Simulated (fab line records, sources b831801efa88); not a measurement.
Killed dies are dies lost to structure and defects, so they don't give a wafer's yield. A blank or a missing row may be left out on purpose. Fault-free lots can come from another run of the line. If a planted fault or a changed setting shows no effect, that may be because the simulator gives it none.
fab line records | flow sky130
[record] lots = 13 | wafers = 39 | last-day = 50
route steps=708 shown METAL2@488 VIA2@508 METAL3@559 PAD_OPEN@708
lots that met no fault: taken from a fault-free run of the same line
start-h: the number of hours between the record's first day and the start of the first shown wafer of the lot | wait-h: hours since the lot's step before | " same as the row above | L1.1+2: one row covering several wafers at once | - no value, or no start was given | * or withheld: withheld | < > ~ a bound
route shown NAME@n: NAME is a module with steps in the file, n the number in the route of the first one | usual: average and standard deviation across the fault-free wafers | same: alike in all rows | chamber/n: place in a boat | sites: the reading at each site | _std_site: the values' standard deviation | _edge_site: the outer-site mean with the inner-site mean subtracted | radius-mm: how far each site lies from the wafer's centre | mask NAME#n: copy n | behind: tool/chamber where the wafer was last shaped | hold: cause of the lot's hold/its duration in hours/its outcome | device: names the non-switching transistor (n, p or np) | end of line: at the end of the route, the tests of the same wafers | for a step that has no rows: nothing shown but its recipe | killed: the dies lost at the first sort to structure and to defects; this is not the yield of the wafer | map: a wafer's dies, x killed, . not, _ none there
set.NAME: setting as actually run; set.NAME@STEP: the setting as run at that earlier step | model.NAME: the simulator's own value behind a step, which no gauge read
the route's steps for a sample of lots (tables are steps, rows are wafers)
[[steps]]
[step SKY_METAL2_RS_MEAS_05]
[recipe] thk-meas-gauge = four-point-probe | reads = TiN_of_METAL2_SPUTTER_04+Ti_of_METAL2_SPUTTER_03+AlCu_of_METAL2_SPUTTER_02+TiN_of_METAL2_SPUTTER_01+Ti_of_METAL2_SPUTTER_00
[usual] METAL2_ALCU_RS = 0.1268/0.0017
lot.wafer | tool          | chamber | start-h | wait-h | METAL2_ALCU_RS[ohm/sq]
L906.1    | film-metro-02 | -       | 781.41  | 0.0    | 0.1275
L906.4    | "             | -       | "       | "      | 0.1271
L906.5    | "             | -       | "       | "      | 0.1269
L907.4    | film-metro-01 | -       | 784.34  | 0.1    | 0.1298
L907.5    | "             | -       | "       | "      | 0.1301
L907.6    | "             | -       | "       | "      | 0.1297
L908.2    | film-metro-03 | -       | 797.01  | 0.0    | 0.1298
L908.4    | "             | -       | "       | "      | 0.1265
L908.6    | "             | -       | "       | "      | 0.1267
L910.1    | film-metro-03 | -       | 810.50  | 0.0    | 0.1252
L910.2    | "             | -       | "       | "      | 0.1249
L910.6    | "             | -       | "       | "      | 0.1256
L911.1    | film-metro-01 | -       | 829.96  | 0.0    | 0.1256
L911.3    | "             | -       | "       | "      | 0.1268
L911.6    | "             | -       | "       | "      | 0.1266
L912.1    | film-metro-01 | -       | 837.16  | 0.0    | 0.1274
L912.3    | "             | -       | "       | "      | 0.1265
L912.4    | "             | -       | "       | "      | 0.1248
L916.1    | film-metro-02 | -       | 870.66  | 0.0    | 0.1249
L916.3    | "             | -       | "       | "      | 0.1259
L916.6    | "             | -       | "       | "      | 0.1267
L918.2    | film-metro-03 | -       | 877.41  | 0.0    | 0.1277
L918.3    | "             | -       | "       | "      | 0.1273
L918.5    | "             | -       | "       | "      | 0.1276
L917.1    | film-metro-02 | -       | 879.67  | 0.0    | 0.1268
L917.5    | "             | -       | "       | "      | 0.1269
L917.6    | "             | -       | "       | "      | 0.1265
L919.1    | film-metro-02 | -       | 889.21  | 0.0    | 0.1264
L919.4    | "             | -       | "       | "      | 0.1267
L919.6    | "             | -       | "       | "      | 0.1267
L920.4    | film-metro-03 | -       | 899.47  | 0.1    | 0.1253
L920.5    | "             | -       | "       | "      | 0.1227
L920.6    | "             | -       | "       | "      | 0.1244
L921.1    | film-metro-03 | -       | 901.14  | 0.0    | 0.1255
L921.3    | "             | -       | "       | "      | 0.1233
L921.6    | "             | -       | "       | "      | 0.1237
L929.1    | film-metro-02 | -       | 970.74  | 0.0    | 0.1265
L929.5    | "             | -       | "       | "      | 0.1263
L929.6    | "             | -       | "       | "      | 0.1269
[step SKY_VIA2_THK_MEAS_01]
[recipe] reads = SiO2_of_VIA2_HDPCVD_00
[usual] VIA2_HDPCVD_THK = 1182/12
lot.wafer | tool          | chamber | start-h | wait-h | VIA2_HDPCVD_THK[nm]
L906.1    | film-metro-03 | -       | 808.67  | 0.1    | 1161
L906.4    | "             | -       | "       | "      | 1165
L906.5    | "             | -       | "       | "      | 1162
L907.4    | film-metro-03 | -       | 811.68  | 0.0    | 1178
L907.5    | "             | -       | "       | "      | 1176
L907.6    | "             | -       | "       | "      | 1169
L908.2    | film-metro-04 | -       | 824.11  | 0.1    | 1188
L908.4    | "             | -       | "       | "      | 1176
L908.6    | "             | -       | "       | "      | 1189
L910.1    | film-metro-03 | -       | 838.05  | 0.1    | 1183
L910.2    | "             | -       | "       | "      | 1174
L910.6    | "             | -       | "       | "      | 1179
L911.1    | film-metro-03 | -       | 858.12  | 0.1    | 1175
L911.3    | "             | -       | "       | "      | 1201
L911.6    | "             | -       | "       | "      | 1195
L912.1    | film-metro-04 | -       | 865.02  | 0.1    | 1170
L912.3    | "             | -       | "       | "      | 1168
L912.4    | "             | -       | "       | "      | 1174
L916.1    | film-metro-03 | -       | 896.70  | 0.1    | 1163
L916.3    | "             | -       | "       | "      | 1193
L916.6    | "             | -       | "       | "      | 1176
L918.2    | film-metro-02 | -       | 903.39  | 0.1    | 1198
L918.3    | "             | -       | "       | "      | 1183
L918.5    | "             | -       | "       | "      | 1175
L917.1    | film-metro-04 | -       | 906.01  | 0.1    | 1196
L917.5    | "             | -       | "       | "      | 1171
L917.6    | "             | -       | "       | "      | 1166
L919.1    | film-metro-03 | -       | 915.62  | 0.1    | 1192
L919.4    | "             | -       | "       | "      | 1183
L919.6    | "             | -       | "       | "      | 1192
L920.4    | film-metro-02 | -       | 925.24  | 0.0    | 1176
L920.5    | "             | -       | "       | "      | 1188
L920.6    | "             | -       | "       | "      | 1179
L921.1    | film-metro-03 | -       | 927.46  | 0.1    | 1168
L921.3    | "             | -       | "       | "      | 1173
L921.6    | "             | -       | "       | "      | 1174
L929.1    | film-metro-02 | -       | 995.82  | 0.1    | 1205
L929.5    | "             | -       | "       | "      | 1198
L929.6    | "             | -       | "       | "      | 1192
[step SKY_VIA2_OVL_MEAS_13]
[usual] VIA2_OVL = 3/5.4
lot.wafer | tool       | chamber | start-h | wait-h | VIA2_OVL[nm]
L906.1    | overlay-01 | -       | 836.30  | 0.1    | 6
L906.4    | "          | -       | "       | "      | 4
L906.5    | "          | -       | "       | "      | 7
L907.4    | overlay-01 | -       | 838.57  | 0.1    | 3
L907.5    | "          | -       | "       | "      | -5
L907.6    | "          | -       | "       | "      | -5
L908.2    | overlay-01 | -       | 850.25  | 0.1    | 2
L908.4    | "          | -       | "       | "      | -3
L908.6    | "          | -       | "       | "      | 7
L910.1    | overlay-02 | -       | 864.65  | 0.1    | 7
L910.2    | "          | -       | "       | "      | 7
L910.6    | "          | -       | "       | "      | 9
L911.1    | overlay-02 | -       | 883.60  | 0.1    | 8
L911.3    | "          | -       | "       | "      | 4
L911.6    | "          | -       | "       | "      | 11
L912.1    | overlay-01 | -       | 890.83  | 0.1    | 0
L912.3    | "          | -       | "       | "      | 1
L912.4    | "          | -       | "       | "      | -5
L916.1    | overlay-01 | -       | 922.93  | 0.1    | 1
L916.3    | "          | -       | "       | "      | 1
L916.6    | "          | -       | "       | "      | -5
L918.2    | overlay-02 | -       | 929.44  | 0.1    | 7
L918.3    | "          | -       | "       | "      | 6
L918.5    | "          | -       | "       | "      | 2
L917.1    | overlay-01 | -       | 931.80  | 0.1    | 11
L917.5    | "          | -       | "       | "      | 9
L917.6    | "          | -       | "       | "      | 4
L919.1    | overlay-01 | -       | 941.68  | 0.1    | 12
L919.4    | "          | -       | "       | "      | 9
L919.6    | "          | -       | "       | "      | 8
L920.4    | overlay-02 | -       | 951.40  | 0.1    | -4
L920.5    | "          | -       | "       | "      | -7
L920.6    | "          | -       | "       | "      | -3
L921.1    | overlay-02 | -       | 953.48  | 0.1    | 2
L921.3    | "          | -       | "       | "      | 3
L921.6    | "          | -       | "       | "      | 6
L929.1    | overlay-01 | -       | 1019.78 | 0.1    | 3
L929.5    | "          | -       | "       | "      | 10
L929.6    | "          | -       | "       | "      | 13
[step SKY_METAL3_SOFTBAKE_09]
[recipe] temp-c = 100 | time-s = 90 | resist = KrF-thick
[usual] heater-power-total-W = 57.36/0.12 | plate-temp-C = 100.00/0.12 | resist-line-temp-C = 23.01/0.11
lot.wafer | tool           | chamber | start-h | wait-h | heater-power-total-W | plate-temp-C | resist-line-temp-C
L906.1    | litho-track-03 | 0       | 877     | -      | 57.12                | 99.85        | 23.11
L906.4    | "              | 0       | "       | "      | 57.53                | 99.98        | 23.19
L906.5    | "              | 0       | "       | "      | 57.19                | 99.91        | 23.24
L907.4    | litho-track-03 | 0       | 881     | -      | 57.27                | 100.03       | 23.04
L907.5    | "              | 0       | "       | "      | 57.31                | 100.20       | 22.95
L907.6    | "              | 0       | "       | "      | 57.48                | 100.04       | 23.21
L908.2    | litho-track-01 | 0       | 890     | -      | 57.11                | 99.97        | 22.98
L908.4    | "              | 0       | 891     | -      | 57.43                | 100.01       | 22.85
L908.6    | "              | 0       | "       | "      | 57.27                | 100.10       | 22.96
L910.1    | litho-track-02 | 0       | 904     | -      | 57.14                | 100.05       | 22.77
L910.2    | "              | 0       | "       | "      | 57.21                | 100.19       | 22.91
L910.6    | "              | 0       | "       | "      | 57.22                | 100.31       | 22.95
L911.1    | litho-track-03 | 0       | 925     | -      | 57.40                | 100.05       | 22.94
L911.3    | "              | 0       | "       | "      | 57.16                | 100.22       | 23.10
L911.6    | "              | 0       | "       | "      | 57.36                | 99.95        | 23.09
L912.1    | litho-track-01 | 0       | 930     | -      | 57.45                | 99.89        | 22.94
L912.3    | "              | 0       | "       | "      | 57.47                | 99.99        | 22.93
L912.4    | "              | 0       | "       | "      | 57.43                | 99.92        | 23.01
L916.1    | litho-track-02 | 0       | 963     | -      | 57.50                | 100.14       | 22.97
L916.3    | "              | 0       | "       | "      | 57.23                | 99.98        | 22.87
L916.6    | "              | 0       | "       | "      | 57.44                | 99.94        | 23.00
L918.2    | litho-track-01 | 0       | 968     | -      | 57.18                | 99.84        | 23.04
L918.3    | "              | 0       | "       | "      | 57.56                | 99.80        | 23.32
L918.5    | "              | 0       | "       | "      | 57.55                | 99.96        | 23.17
L917.1    | litho-track-01 | 0       | 970     | -      | 57.50                | 99.98        | 23.02
L917.5    | "              | 0       | "       | "      | 57.52                | 100.02       | 22.81
L917.6    | "              | 0       | "       | "      | 57.33                | 100.09       | 22.89
L919.1    | litho-track-01 | 0       | 980     | -      | 59.39                | 102.75       | 22.90
L919.4    | "              | 0       | "       | "      | 59.31                | 102.61       | 22.80
L919.6    | "              | 0       | "       | "      | 59.37                | 102.82       | 23.01
L920.4    | litho-track-01 | 0       | 989     | -      | 59.52                | 102.94       | 23.00
L920.5    | "              | 0       | "       | "      | 59.30                | 102.84       | 23.06
L920.6    | "              | 0       | "       | "      | 59.58                | 102.90       | 23.18
L921.1    | litho-track-01 | 0       | 991     | -      | 59.62                | 102.70       | 22.90
L921.3    | "              | 0       | "       | "      | 59.56                | 102.60       | 22.86
L921.6    | "              | 0       | "       | "      | 59.59                | 102.67       | 23.05
L929.1    | litho-track-01 | 0       | 1055    | -      | 57.32                | 99.85        | 22.97
L929.5    | "              | 0       | "       | "      | 57.27                | 100.03       | 23.05
L929.6    | "              | 0       | "       | "      | 57.32                | 99.91        | 23.15
[step SKY_PAD_OPEN_PROBE_99]
[usual] defect-limited-yield = 82.6/1.9 | killed_at_M0_to_M3 = 43/7.3 | killed_at_M4_up = 3.0/2 | killed-at-contacts = 24/5.2 | killed-at-front-end = 15/4.4 | killed-at-other = 0.2/0.48 | killed-dies = 86/9.1 | killed-open = 47/7.3 | killed-short = 38/6.4 | sort_bin_3_pad_short = 0.8/0.38 | sort_bin_5_function = 10.5/1.4 | sort_bin_6_memory = 6.1/1.1 | sort-n-pass = 406/9.1 | sort-yield-pct = 82.6/1.9
[same] gross-dies = 492 | killed-at-back-side = 0 | sort_bin_4_leakage[%] = 0 | sort_bin_8_speed[%] = 0
lot.wafer | tool      | chamber | start-h | wait-h | defect-limited-yield[%] | killed_at_M0_to_M3 | killed_at_M4_up | killed-at-contacts | killed-at-front-end | killed-at-other | killed-dies | killed-open | killed-short | sort_bin_3_pad_short[%] | sort_bin_5_function[%] | sort_bin_6_memory[%] | sort-n-pass | sort-yield-pct[%]
L906.1    | prober-02 | -       | 1066.11 | 0.1    | 85.2                    | 31                 | 7               | 24                 | 11                  | 0               | 73          | 41          | 31           | 0.6                     | 9.6                    | 4.7                  | 419         | 85.2
L906.4    | prober-02 | -       | 1066.26 | 0.2    | 80.5                    | 40                 | 4               | 30                 | 22                  | 0               | 96          | 55          | 40           | 0.4                     | 11.6                   | 7.5                  | 396         | 80.5
L906.5    | prober-02 | -       | 1066.31 | 0.2    | 83.1                    | 39                 | 3               | 27                 | 14                  | 0               | 83          | 43          | 39           | 0.6                     | 9.8                    | 6.5                  | 409         | 83.1
L910.1    | prober-02 | -       | 1090.54 | 0.1    | 81.9                    | 44                 | 3               | 33                 | 9                   | 0               | 89          | 48          | 41           | 0.8                     | 11.0                   | 6.3                  | 403         | 81.9
L910.2    | prober-02 | -       | 1090.59 | 0.1    | 82.7                    | 38                 | 5               | 26                 | 16                  | 0               | 85          | 49          | 36           | 0.6                     | 8.3                    | 8.3                  | 407         | 82.7
L910.6    | prober-02 | -       | 1090.79 | 0.2    | 78.3                    | 55                 | 6               | 30                 | 16                  | 0               | 107         | 60          | 47           | 1.4                     | 12.4                   | 7.9                  | 385         | 78.3
L911.1    | prober-01 | -       | 1105.25 | 0.1    | 83.1                    | 46                 | 2               | 16                 | 19                  | 0               | 83          | 51          | 32           | 1.0                     | 9.6                    | 6.3                  | 409         | 83.1
L911.3    | prober-01 | -       | 1105.35 | 0.2    | 81.1                    | 40                 | 6               | 23                 | 24                  | 0               | 93          | 39          | 54           | 1.2                     | 11.2                   | 6.5                  | 399         | 81.1
L911.6    | prober-01 | -       | 1105.50 | 0.2    | 81.7                    | 45                 | 3               | 20                 | 22                  | 0               | 90          | 46          | 44           | 0.4                     | 10.4                   | 7.5                  | 402         | 81.7
L912.1    | prober-02 | -       | 1108.86 | 0.1    | 84.1                    | 33                 | 4               | 28                 | 13                  | 0               | 78          | 41          | 37           | 0.4                     | 10.2                   | 5.3                  | 414         | 84.1
L912.3    | prober-02 | -       | 1108.96 | 0.2    | 83.7                    | 37                 | 2               | 25                 | 16                  | 0               | 80          | 43          | 37           | 0.6                     | 10.4                   | 5.3                  | 412         | 83.7
L912.4    | prober-02 | -       | 1109.01 | 0.2    | 83.9                    | 38                 | 3               | 24                 | 13                  | 1               | 79          | 42          | 37           | 0.6                     | 10.2                   | 5.3                  | 413         | 83.9
L919.1    | prober-01 | -       | 1149.52 | 0.1    | 82.5                    | 42                 | 2               | 27                 | 15                  | 0               | 86          | 51          | 35           | 1.6                     | 10.4                   | 5.5                  | 406         | 82.5
L919.4    | prober-01 | -       | 1149.67 | 0.2    | 82.5                    | 32                 | 4               | 28                 | 22                  | 0               | 86          | 39          | 47           | 0.6                     | 10.8                   | 6.1                  | 406         | 82.5
L920.4    | prober-02 | -       | 1154.96 | 0.2    | 79.9                    | 46                 | 2               | 27                 | 24                  | 0               | 99          | 57          | 42           | 1.2                     | 11.4                   | 7.5                  | 393         | 79.9
L920.5    | prober-02 | -       | 1155.01 | 0.2    | 80.5                    | 56                 | 3               | 22                 | 15                  | 0               | 96          | 47          | 47           | 0.4                     | 12.4                   | 6.7                  | 396         | 80.5
L920.6    | prober-02 | -       | 1155.06 | 0.2    | 80.7                    | 42                 | 2               | 28                 | 23                  | 0               | 95          | 55          | 39           | 0.4                     | 11.6                   | 7.3                  | 397         | 80.7
L929.1    | prober-02 | -       | 1205.31 | 0.1    | 85.0                    | 45                 | 1               | 17                 | 11                  | 0               | 74          | 43          | 31           | 1.0                     | 8.3                    | 5.7                  | 418         | 85.0
L929.5    | prober-02 | -       | 1205.51 | 0.2    | 83.3                    | 43                 | 2               | 18                 | 19                  | 0               | 82          | 40          | 42           | 0.8                     | 9.8                    | 6.1                  | 410         | 83.3
L929.6    | prober-02 | -       | 1205.56 | 0.2    | 86.8                    | 30                 | 1               | 19                 | 14                  | 1               | 65          | 33          | 31           | 0.6                     | 7.3                    | 5.3                  | 427         | 86.8
// killed by level:class
L906.1 LI_CONTACT:geometric-particle:open=12 VIA1:geometric-particle:open=7 CONTACT:geometric-particle:open=5 METAL1:geometric-particle:short=4 VIA1:geometric-particle:short=4 CONTACT:geometric-particle:short=4 METAL2:geometric-particle:short=4 METAL4:geometric-particle:short=4
L906.4 VIA1:geometric-particle:open=12 CONTACT:geometric-particle:open=11 VIA2:geometric-particle:open=9 METAL2:geometric-particle:short=7 FIELD_ISO:geometric-particle:open=6 FIELD_ISO:geometric-particle:short=6 LI_CONTACT:geometric-particle:open=6 LOCAL_INTERCONNECT:geometric-particle:short=6
L906.5 CONTACT:geometric-particle:open=11 VIA1:geometric-particle:open=8 FIELD_ISO:geometric-particle:short=6 LI_CONTACT:geometric-particle:open=6 LI_CONTACT:geometric-particle:short=5 VIA3:geometric-particle:open=5 VIA1:geometric-particle:short=5 VIA3:geometric-particle:short=5
L910.1 CONTACT:geometric-particle:open=13 VIA2:geometric-particle:open=8 METAL1:geometric-particle:short=7 VIA1:geometric-particle:open=7 CONTACT:geometric-particle:short=6 LI_CONTACT:geometric-particle:open=5 LOCAL_INTERCONNECT:geometric-particle:short=5 FIELD_ISO:geometric-particle:open=4
L910.2 CONTACT:geometric-particle:open=11 VIA1:geometric-particle:open=11 METAL1:geometric-particle:short=10 CONTACT:geometric-particle:short=7 VIA3:geometric-particle:open=5 FIELD_ISO:geometric-particle:open=4 POLY_GATE:geometric-particle:open=4 LI_CONTACT:geometric-particle:open=4
L910.6 VIA1:geometric-particle:open=15 CONTACT:geometric-particle:open=14 VIA2:geometric-particle:open=9 METAL1:geometric-particle:short=6 FIELD_ISO:geometric-particle:short=5 LI_CONTACT:geometric-particle:open=5 CONTACT:geometric-particle:short=5 VIA1:geometric-particle:short=5
L911.1 VIA1:geometric-particle:open=15 VIA3:geometric-particle:open=12 CONTACT:geometric-particle:open=6 VIA2:geometric-particle:open=6 POLY_GATE:geometric-particle:short=5 SPACER:geometric-particle:open=5 LOCAL_INTERCONNECT:geometric-particle:short=4 VIA1:geometric-particle:short=4
L911.3 CONTACT:geometric-particle:open=7 METAL1:geometric-particle:short=7 FIELD_ISO:geometric-particle:short=6 POLY_GATE:geometric-particle:short=6 LI_CONTACT:geometric-particle:open=6 LOCAL_INTERCONNECT:geometric-particle:short=6 METAL2:geometric-particle:short=6 POLY_GATE:geometric-particle:open=5
L911.6 VIA1:geometric-particle:open=11 LI_CONTACT:geometric-particle:open=8 VIA3:geometric-particle:open=7 FIELD_ISO:geometric-particle:open=6 FIELD_ISO:geometric-particle:short=6 CONTACT:geometric-particle:short=6 METAL1:geometric-particle:short=6 METAL2:geometric-particle:short=6
L912.1 CONTACT:geometric-particle:open=9 VIA2:geometric-particle:open=9 VIA1:geometric-particle:open=8 LI_CONTACT:geometric-particle:open=8 METAL2:geometric-particle:short=7 CONTACT:geometric-particle:short=6 FIELD_ISO:geometric-particle:open=4 POLY_GATE:geometric-particle:short=4
L912.3 LI_CONTACT:geometric-particle:open=10 POLY_GATE:geometric-particle:short=7 CONTACT:geometric-particle:open=7 METAL1:geometric-particle:short=7 VIA2:geometric-particle:open=7 VIA1:geometric-particle:short=5 VIA1:geometric-particle:open=5 VIA3:geometric-particle:short=4
L912.4 CONTACT:geometric-particle:open=12 VIA1:geometric-particle:open=6 FIELD_ISO:geometric-particle:open=5 LI_CONTACT:geometric-particle:open=5 METAL1:geometric-particle:short=5 METAL2:geometric-particle:short=5 VIA3:geometric-particle:open=5 LOCAL_INTERCONNECT:geometric-particle:short=3
L919.1 VIA1:geometric-particle:open=14 CONTACT:geometric-particle:open=12 METAL1:geometric-particle:short=7 CONTACT:geometric-particle:short=5 FIELD_ISO:geometric-particle:open=4 VIA3:geometric-particle:open=4 POLY_GATE:geometric-particle:open=4 LI_CONTACT:geometric-particle:open=4
L919.4 CONTACT:geometric-particle:open=9 FIELD_ISO:geometric-particle:short=8 LOCAL_INTERCONNECT:geometric-particle:short=7 CONTACT:geometric-particle:short=6 METAL2:geometric-particle:short=6 FIELD_ISO:geometric-particle:open=5 POLY_GATE:geometric-particle:open=5 VIA1:geometric-particle:open=5
L920.4 VIA1:geometric-particle:open=14 CONTACT:geometric-particle:open=12 POLY_GATE:geometric-particle:open=9 FIELD_ISO:geometric-particle:short=8 VIA1:geometric-particle:short=7 LOCAL_INTERCONNECT:geometric-particle:short=6 VIA2:geometric-particle:open=6 VIA3:geometric-particle:open=5
L920.5 VIA1:geometric-particle:open=11 METAL1:geometric-particle:short=11 CONTACT:geometric-particle:open=11 VIA2:geometric-particle:open=7 METAL2:geometric-particle:short=7 LI_CONTACT:geometric-particle:open=6 FIELD_ISO:geometric-particle:short=4 CONTACT:geometric-particle:short=4
L920.6 VIA1:geometric-particle:open=16 CONTACT:geometric-particle:open=14 LI_CONTACT:geometric-particle:open=8 METAL1:geometric-particle:short=8 FIELD_ISO:geometric-particle:short=7 FIELD_ISO:geometric-particle:open=5 POLY_GATE:geometric-particle:short=4 LOCAL_INTERCONNECT:geometric-particle:short=4
L929.1 VIA1:geometric-particle:open=10 VIA3:geometric-particle:open=8 CONTACT:geometric-particle:open=8 VIA2:geometric-particle:open=7 METAL2:geometric-particle:short=6 VIA2:geometric-particle:short=5 FIELD_ISO:geometric-particle:short=4 LI_CONTACT:geometric-particle:open=4
L929.5 VIA1:geometric-particle:open=12 FIELD_ISO:geometric-particle:short=10 VIA2:geometric-particle:open=6 METAL2:geometric-particle:short=6 LI_CONTACT:geometric-particle:open=5 CONTACT:geometric-particle:short=5 VIA3:geometric-particle:open=5 VIA3:geometric-particle:short=4
L929.6 LI_CONTACT:geometric-particle:open=7 VIA1:geometric-particle:open=7 METAL1:geometric-particle:short=6 VIA2:geometric-particle:open=5 CONTACT:geometric-particle:open=4 FIELD_ISO:geometric-particle:open=3 POLY_GATE:geometric-particle:open=3 LI_CONTACT:geometric-particle:short=3
[[key]]
[first-sign] step = SKY_METAL3_SOFTBAKE_09 | reading = plate-temp-C | direction = up | sigmas = 22 | usual = * | struck = *
[effect] step = SKY_METAL3_SOFTBAKE_09 | reading = heater-power-total-W | direction = up | sigmas = 18 | usual = * | struck = *
met-at SKY_METAL3_SOFTBAKE_09
struck-lots L919,L920,L921
not-acting-at SKY_METAL2_RS_MEAS_05,SKY_VIA2_THK_MEAS_01,SKY_VIA2_OVL_MEAS_13
onset-between 970 980
[fault] kind = process-parameter-drift | tool = litho-track-01 | chamber = - | onset-h = 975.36 | steps = SKY_METAL3_SOFTBAKE_09 | channel = temp-c | offset = * | shape = step | end-h = 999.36 | acts-in = * | stated = *
